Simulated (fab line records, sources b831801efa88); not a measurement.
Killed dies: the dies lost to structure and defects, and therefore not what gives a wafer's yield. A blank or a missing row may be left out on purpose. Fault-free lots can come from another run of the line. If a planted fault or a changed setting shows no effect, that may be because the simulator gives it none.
fab line records | flow sfqLine
record lots=7 | wafers=21 | lastDay=79
route steps=325 shown M0@32 I0@43
lots with no fault: from the same line, run without faults
startH: the number of hours between the record's first day and the start of the first shown wafer of the lot | waitH: hours elapsed since this lot's preceding step | " repeats the value in the row above | L1.1+2: one row covering several wafers at once | - either no value or no given start | * or withheld: withheld | < > ~ a bound
route shown NAME@n: NAME is a module with steps in the file, n the number in the route of the first one | usual: mean and standard deviation over wafers with no fault | same: alike in all rows | chamber/n: place in a boat | sites: per-site readings | _std_site: the values' standard deviation | _edge_site: inner sites' mean taken away from outer sites' mean | radiusMm: how far each site lies from the wafer's centre | mask NAME#n: copy n | behind: the last tool/chamber to shape the wafer | hold: what put the lot on hold/how long, in hours/how the hold closed | device: the n, p or np transistor that did not switch | end of line: tests run on the same wafers once the route is complete | step lacking rows: just its recipe | killed: dies lost to structure and defects at the first sort, not the wafer's yield | map: dies across one wafer; x = killed, . = not, _ = none there
set.NAME: the run value of the setting; set.NAME@STEP: its run value at that earlier step | model.NAME: the simulator's own value behind a step, which no gauge read
a table for each step, a row for each wafer; lots at some steps of the route
services: when a tool's chamber went out of use (startH, in hours from the record's first day, below 0 if earlier), for how many hours, and the reason
## steps
# step SFQ_TRILAYER_M0_LITHO_COAT_026
# recipe resist=BARC | spinRpm=3000 | resistThkNm=62
# step SFQ_TRILAYER_M0_LITHO_COAT_021
# recipe resist=KrF | spinRpm=3000 | resistThkNm=600
# step SFQ_TRILAYER_M0_LITHO_SOFTBAKE_025
# recipe tempC=withheld | timeS=withheld | resist=KrF
# step SFQ_TRILAYER_M0_LITHO_EXPOSE_022
# recipe maskId=M0 | na=0.6 | sourceShape=conventional | sigmaOuter=0.65 | targetCdNm=500 | doseMj=14.4
# step SFQ_TRILAYER_M0_LITHO_PEB_024
# recipe pebTempC=115 | pebTimeS=60 | resist=KrF
# step SFQ_TRILAYER_M0_LITHO_DEVELOP_023
# recipe timeS=60 | resist=KrF
# step SFQ_M0_OVL_MEAS_906
# usual M0_OVL=2/4.5
lot.wafer | tool       | chamber | startH | waitH | M0_OVL[nm]
L135.2    | overlay-02 | -       | 164.75 | 0.1   | -2
L135.5    | "          | -       | "      | "     | -4
L135.6    | "          | -       | "      | "     | 3
L143.1    | overlay-01 | -       | 212.75 | 0.1   | 16
L143.2    | "          | -       | "      | "     | 2
L143.6    | "          | -       | "      | "     | 2
L145.3    | overlay-01 | -       | 224.76 | 0.1   | -4
L145.5    | "          | -       | "      | "     | -3
L145.6    | "          | -       | "      | "     | -2
L146.3    | overlay-02 | -       | 231.96 | 0.1   | 3
L146.5    | "          | -       | "      | "     | 2
L146.6    | "          | -       | "      | "     | 2
L147.2    | overlay-01 | -       | 237.95 | 0.1   | 1
L147.5    | "          | -       | "      | "     | 5
L147.6    | "          | -       | "      | "     | 3
L149.2    | overlay-02 | -       | 254.85 | 0.1   | -1
L149.4    | "          | -       | "      | "     | -2
L149.5    | "          | -       | "      | "     | 1
L151.3    | overlay-02 | -       | 266.86 | 0.1   | -2
L151.4    | "          | -       | "      | "     | 3
L151.6    | "          | -       | "      | "     | -2
# step SFQ_TRILAYER_M0_BARC_OPEN_METAL_ETCH_031
# recipe maskMaterial=PR | chemistry=O2 | targetDepthNm=125 | target=BARC | icpW=600 | biasW=80 | pressureMtorr=10 | timeS=41.7
# usual drypumpMotorCurrentA=5.4/0.39 | oesProductAu=0.684/0.0049 | rfFwdPowerW=594.6/2.3
lot.wafer | tool        | chamber | startH | waitH | drypumpMotorCurrentA | oesProductAu | rfFwdPowerW | rfHoursCounterH
L135.2    | rieMetal-04 | 0       | 164.78 | 0.0   | 5.1                  | 0.686        | 592.2       | 128
L135.5    | "           | 0       | "      | "     | 5.0                  | 0.686        | 595.0       | -
L135.6    | "           | 1       | "      | "     | 4.9                  | 0.692        | 594.6       | -
L143.1    | rieMetal-02 | 1       | 212.78 | 0.0   | 5.9                  | 0.693        | 596.1       | 10
L143.2    | "           | 0       | "      | "     | 5.7                  | 0.673        | 598.1       | 48
L143.6    | "           | 1       | "      | "     | 5.9                  | 0.682        | 591.9       | -
L145.3    | rieMetal-03 | 0       | 224.80 | 0.0   | 5.3                  | 0.691        | 598.9       | -
L145.5    | "           | 1       | "      | "     | 5.4                  | 0.678        | 596.6       | -
L145.6    | "           | 0       | "      | "     | 5.3                  | 0.681        | 598.9       | -
L146.3    | rieMetal-04 | 1       | 232.00 | 0.0   | 4.8                  | 0.688        | 594.9       | -
L146.5    | "           | 1       | "      | "     | 4.8                  | 0.687        | 594.7       | -
L146.6    | "           | 0       | "      | "     | 5.1                  | 0.693        | 595.0       | -
L147.2    | rieMetal-04 | 1       | 237.98 | 0.0   | 4.9                  | 0.679        | 594.8       | 180
L147.5    | "           | 0       | "      | "     | 5.1                  | 0.689        | 595.8       | -
L147.6    | "           | 1       | "      | "     | 4.8                  | 0.679        | 594.8       | -
L149.2    | rieMetal-04 | 0       | 254.88 | 0.0   | 5.1                  | 0.681        | 596.3       | 145
L149.4    | "           | 1       | "      | "     | 4.9                  | 0.688        | 594.9       | -
L149.5    | "           | 1       | "      | "     | 4.9                  | 0.687        | 594.0       | -
L151.3    | rieMetal-03 | 1       | 266.90 | 0.0   | 5.4                  | 0.683        | 595.5       | -
L151.4    | "           | 0       | "      | "     | 5.3                  | 0.692        | 595.5       | -
L151.6    | "           | 1       | "      | "     | 5.4                  | 0.679        | 595.3       | -
# step SFQ_TRILAYER_M0_ETCH_METAL_ETCH_024
# recipe target=Nb | stopOn=SiO2 | maskMaterial=PR | chemistry=Cl2/Ar | targetDepthNm=240 | icpW=600 | biasW=80 | pressureMtorr=10 | timeS=120
# usual drypumpMotorCurrentA=5.4/0.39 | oesProductAu=0.895/0.008 | rfFwdPowerW=597.1/1.8
lot.wafer | tool        | chamber | startH | waitH | drypumpMotorCurrentA | oesProductAu | rfFwdPowerW | rfHoursCounterH
L135.2    | rieMetal-04 | 0       | 164.84 | 0.0   | 5.0                  | 0.894        | 597.6       | 128
L135.5    | "           | 0       | "      | "     | 5.0                  | 0.895        | 598.1       | -
L135.6    | "           | 1       | "      | "     | 4.8                  | 0.898        | 598.8       | -
L143.1    | rieMetal-02 | 1       | 212.84 | 0.0   | 5.9                  | 0.895        | 595.5       | 10
L143.2    | "           | 0       | "      | "     | 5.8                  | 0.909        | 599.0       | 48
L143.6    | "           | 1       | "      | "     | 5.9                  | 0.903        | 596.1       | -
L145.3    | rieMetal-03 | 0       | 224.88 | 0.1   | 5.3                  | 0.904        | 598.8       | -
L145.5    | "           | 1       | "      | "     | 5.4                  | 0.902        | 593.4       | -
L145.6    | "           | 0       | "      | "     | 5.3                  | 0.899        | 599.6       | -
L146.3    | rieMetal-04 | 1       | 232.08 | 0.1   | 4.8                  | 0.901        | 598.0       | -
L146.5    | "           | 1       | "      | "     | 4.9                  | 0.902        | 594.8       | -
L146.6    | "           | 0       | "      | "     | 5.1                  | 0.896        | 597.6       | -
L147.2    | rieMetal-04 | 1       | 238.04 | 0.0   | 4.8                  | 0.883        | 598.1       | 180
L147.5    | "           | 0       | "      | "     | 5.1                  | 0.886        | 598.8       | -
L147.6    | "           | 1       | "      | "     | 4.8                  | 0.883        | 597.4       | -
L149.2    | rieMetal-04 | 0       | 254.94 | 0.0   | 5.1                  | 0.913        | 592.9       | 145
L149.4    | "           | 1       | "      | "     | 4.9                  | 0.896        | 594.0       | -
L149.5    | "           | 1       | "      | "     | 4.9                  | 0.892        | 597.5       | -
L151.3    | rieMetal-03 | 1       | 266.98 | 0.1   | 5.4                  | 0.890        | 599.5       | -
L151.4    | "           | 0       | "      | "     | 5.3                  | 0.886        | 598.0       | -
L151.6    | "           | 1       | "      | "     | 5.4                  | 0.897        | 598.8       | -
# step SFQ_TRILAYER_M0_STRIP_STRIP_025
# recipe gas=O2 | powerW=200 | platenTempC=40 | overashFraction=0.65 | chemistry=O2 | pressureMtorr=50
# usual drypumpMotorCurrentA=5.4/0.39 | oesProductAu=1.000/0.011
lot.wafer | tool        | chamber | startH | waitH | drypumpMotorCurrentA | oesProductAu | rfHoursCounterH
L135.2    | rieMetal-04 | 0       | 164.97 | 0.1   | 5.1                  | 0.994        | 128
L135.5    | "           | 0       | "      | "     | 5.1                  | 1.003        | -
L135.6    | "           | 1       | "      | "     | 4.9                  | 1.003        | -
L143.1    | rieMetal-02 | 1       | 212.97 | 0.1   | 5.9                  | 0.976        | 10
L143.2    | "           | 0       | "      | "     | 5.7                  | 0.977        | 48
L143.6    | "           | 1       | "      | "     | 5.9                  | 0.988        | -
L145.3    | rieMetal-03 | 0       | 225.17 | 0.2   | 5.3                  | 1.006        | -
L145.5    | "           | 1       | "      | "     | 5.4                  | 1.007        | -
L145.6    | "           | 0       | "      | "     | 5.3                  | 1.004        | -
L146.3    | rieMetal-04 | 1       | 232.37 | 0.2   | 4.8                  | 0.999        | -
L146.5    | "           | 1       | "      | "     | 4.8                  | 1.005        | -
L146.6    | "           | 0       | "      | "     | 5.1                  | 1.005        | -
L147.2    | rieMetal-04 | 1       | 238.17 | 0.1   | 4.8                  | 1.010        | 180
L147.5    | "           | 0       | "      | "     | 5.1                  | 1.010        | -
L147.6    | "           | 1       | "      | "     | 4.8                  | 1.002        | -
L149.2    | rieMetal-04 | 0       | 255.07 | 0.1   | 5.1                  | 1.015        | 146
L149.4    | "           | 1       | "      | "     | 4.8                  | 1.004        | -
L149.5    | "           | 1       | "      | "     | 4.9                  | 0.998        | -
L151.3    | rieMetal-03 | 1       | 267.27 | 0.2   | 5.4                  | 1.012        | -
L151.4    | "           | 0       | "      | "     | 5.3                  | 1.005        | -
L151.6    | "           | 1       | "      | "     | 5.4                  | 1.007        | -
# step SFQ_TRILAYER_M0_STRIP_SOLV_CLEAN_026
# recipe chemistry=NMP | tempC=70 | timeS=600
# step SFQ_TRILAYER_I0_DEP_PECVD_027
# recipe material=SiO2 | tempC=150 | timeS=111.11 | pressureTorr=2.4 | rfW=183.3 | precursor=SiH4/N2O | targetThkNm=500
# usual heaterPowerW=85/13 | rfFwdPowerW=182.4/0.62 | throttleValvePct=24.1/0.87
lot.wafer | tool     | chamber | startH | waitH | heaterPowerW | rfFwdPowerW | throttleValvePct | model.SiO2_of_TRILAYER_I0_DEP_PECVD_027.thkNm
L135.2    | pecvd-03 | 1       | 165.74 | 0.0   | 73           | 183.5       | 24.4             | 490.8
L135.5    | "        | 1       | "      | "     | 77           | 183.1       | 24.4             | 504.3
L135.6    | "        | 2       | "      | "     | 94           | 183.6       | 24.0             | 509.6
L143.1    | pecvd-04 | 2       | 213.92 | 0.0   | 84           | 182.9       | 24.3             | 498.7
L143.2    | "        | 0       | "      | "     | 71           | 182.1       | 25.2             | 488.8
L143.6    | "        | 0       | "      | "     | 74           | 181.9       | 25.6             | 499.1
L145.3    | pecvd-03 | 1       | 225.74 | 0.0   | 89           | 152.9       | 24.5             | 470.2
L145.5    | "        | 2       | "      | "     | 109          | 153.3       | 24.4             | 481.3
L145.6    | "        | 0       | "      | "     | 104          | 153.4       | 23.3             | 472.2
L146.3    | pecvd-03 | 0       | 232.94 | 0.0   | 97           | 153.7       | 23.2             | 475.6
L146.5    | "        | 1       | "      | "     | 87           | 152.9       | 24.9             | 484.7
L146.6    | "        | 0       | "      | "     | 105          | 153.2       | 23.3             | 484.6
L147.2    | pecvd-03 | 2       | 238.94 | 0.0   | 104          | 152.7       | 24.4             | 480.6
L147.5    | "        | 2       | "      | "     | 106          | 153.1       | 24.5             | 494.3
L147.6    | "        | 0       | "      | "     | 102          | 153.4       | 23.1             | 484.1
L149.2    | pecvd-01 | 0       | 255.86 | 0.0   | 86           | 182.4       | 23.7             | 495.1
L149.4    | "        | 0       | "      | "     | 71           | 182.0       | 23.7             | 506.9
L149.5    | "        | 1       | "      | "     | 60           | 182.2       | 22.6             | 506.6
L151.3    | pecvd-01 | 2       | 267.86 | 0.0   | 73           | 181.8       | 22.9             | 495.4
L151.4    | "        | 1       | "      | "     | 67           | 182.2       | 22.5             | 507.9
L151.6    | "        | 0       | "      | "     | 80           | 181.8       | 23.4             | 502.7
# step SFQ_TRILAYER_I0_CMP_CMP_028
# recipe material=SiO2 | downForcePsi=3 | platenRpm=60 | padVelocityMS=0.94248
# usual edgeZonePressureFrac=1.000/0.0046 | motorCurrentA=10.2/0.59
lot.wafer | tool   | chamber | startH | waitH | edgeZonePressureFrac | motorCurrentA
L135.2    | cmp-01 | 3       | 175.21 | 9.4   | 1.004                | 11.1
L135.5    | "      | 2       | 176.71 | 10.9  | 0.990                | 11.1
L135.6    | "      | 3       | "      | "     | 1.006                | 10.9
L143.2    | cmp-02 | 1       | 220.28 | 6.3   | 1.000                | 9.6
L143.1    | "      | 0       | 221.78 | 7.8   | 1.003                | 9.4
L143.6    | "      | 2       | 222.78 | 8.8   | 1.006                | 9.6
L145.3    | cmp-02 | 3       | 234.91 | 9.1   | 0.995                | 9.6
L145.6    | "      | 3       | 236.91 | 11.1  | 1.000                | 9.8
L145.5    | "      | 0       | "      | "     | 0.999                | 9.7
L146.3    | cmp-01 | 2       | 238.08 | 5.1   | 1.004                | 10.8
L146.5    | "      | 2       | 240.08 | 7.1   | 0.996                | 10.0
L146.6    | "      | 3       | "      | "     | 0.999                | 10.7
L147.2    | cmp-01 | 3       | 248.78 | 9.8   | 1.001                | 10.7
L147.5    | "      | 0       | "      | "     | 1.001                | 10.0
L147.6    | "      | 1       | "      | "     | 1.011                | 10.7
L149.4    | cmp-01 | 3       | 262.28 | 6.3   | 0.996                | 10.9
L149.2    | "      | 2       | 263.78 | 7.9   | 1.000                | 10.3
L149.5    | "      | 0       | 264.78 | 8.8   | 1.000                | 10.1
L151.3    | cmp-01 | 2       | 268.28 | 0.4   | 0.998                | 10.6
L151.4    | "      | 3       | "      | "     | 0.996                | 10.7
L151.6    | "      | 2       | 270.28 | 2.3   | 0.994                | 10.6
## services
tool        | chamber | startH | hours | kind
cmp-01      | -       | 142.23 | 2.5   | repair
cmp-02      | -       | 143.76 | 0.8   | repair
cmp-02      | -       | 169.59 | 2.5   | repair
pecvd-01    | -       | 170.43 | 2.3   | repair
cmp-02      | -       | 170.78 | 0.5   | repair
cmp-01      | -       | 191.37 | 3.7   | repair
pecvd-01    | -       | 194.25 | 14.0  | pm
pecvd-01    | 0       | 194.25 | 14.0  | ventCycle
pecvd-01    | 1       | 194.25 | 14.0  | ventCycle
pecvd-01    | 2       | 194.25 | 14.0  | ventCycle
rieMetal-02 | -       | 204.99 | 0.6   | repair
pecvd-01    | 0       | 208.25 | -     | clean
pecvd-01    | 1       | 208.25 | -     | clean
pecvd-01    | 2       | 208.25 | -     | clean
pecvd-01    | -       | 210.37 | 1.1   | repair
cmp-02      | -       | 213.45 | 0.8   | repair
cmp-02      | -       | 226.28 | 5.6   | pm
cmp-01      | -       | 234.08 | 4.0   | pm
cmp-01      | -       | 238.08 | -     | consumableReplace:conditioner
cmp-01      | -       | 238.08 | -     | consumableReplace:pad
## key
firstSign step=SFQ_TRILAYER_I0_DEP_PECVD_027 | reading=rfFwdPowerW | direction=down | sigmas=47 | usual=182.4 | struck=153.2
effect step=SFQ_TRILAYER_I0_DEP_PECVD_027 | reading=heaterPowerW | direction=up | sigmas=1.2 | usual=85 | struck=100
modelEffect step=SFQ_TRILAYER_I0_DEP_PECVD_027 | value=SiO2_of_TRILAYER_I0_DEP_PECVD_027.thkNm | without=506.4 | struck=480.8
metAt SFQ_TRILAYER_I0_DEP_PECVD_027
struckWafers L145.3,L145.5,L145.6,L146.3,L146.5,L146.6,L147.2,L147.5,L147.6
onsetBetween 165.74 225.74
fault kind=processParameterDrift | tool=pecvd-03 | chamber=- | onsetH=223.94 | steps=SFQ_TRILAYER_I0_DEP_PECVD_027 | channel=rfW | offset=-29.328 | shape=step | endH=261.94 | actsIn=theseRecipesOnly | stated=183.3
